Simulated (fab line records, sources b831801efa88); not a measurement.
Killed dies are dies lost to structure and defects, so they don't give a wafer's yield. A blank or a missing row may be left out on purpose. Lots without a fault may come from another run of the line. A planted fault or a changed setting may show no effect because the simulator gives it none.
Chamber matching | flow sky130 | SKY_VIA2_ETCH_15 on rie_diel-01: 4 sister chambers
The step etches SiO2 in C4F8/O2/Ar, stops on TiN, target depth 546 nm, time 84 s. 7 wafers are shown with their chamber, then 7 later ones without.

WAFERS WITH THEIR CHAMBER
wafer  | chamber | oes_product_au (a.u.)
L793.3 | 2       | 0.932
L802.4 | 2       | 0.933
L802.6 | 3       | 0.935
L805.2 | 3       | 0.935
L805.5 | 0       | 0.943
L806.2 | 0       | 0.940
L806.3 | 1       | 0.939

WAFERS WITHOUT THEIR CHAMBER
wafer  | oes_product_au (a.u.)
L806.5 | 0.937
L808.2 | 0.934
L808.4 | 0.946
L808.5 | 0.935
L810.1 | 0.935
L810.2 | 0.930
L810.3 | 0.938

WHICH CHAMBER EACH WENT THROUGH
wafer  | from the rows above               | in truth
L806.5 | can't be placed: 1 or 3 or 0 or 2 | 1
L808.2 | can't be placed: 3 or 2           | 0
L808.4 | can't be placed: 0 or 1           | 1
L808.5 | can't be placed: 3 or 2           | 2
L810.1 | can't be placed: 3 or 2           | 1
L810.2 | can't be placed: 2 or 3           | 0
L810.3 | can't be placed: 1 or 3 or 0      | 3
Placed correctly: 0 of 7. Can't be placed from these rows: 7 (the true chamber is among the candidates in 4). Placed wrongly: 0.
How it was worked out, from the rows above alone: a wafer's distance from a chamber is the root of the sum, over the readings, of the square of ((its reading less the chamber's mean) divided by the reading's scatter). The wafer belongs to the nearest chamber; if the next one is less than 2 further off, it can't be placed. A chamber's mean is the mean of its shown wafers. The scatter: the root of (the sum of the squares of (reading less its chamber's mean) over the shown wafers, divided by (wafers less chambers)).
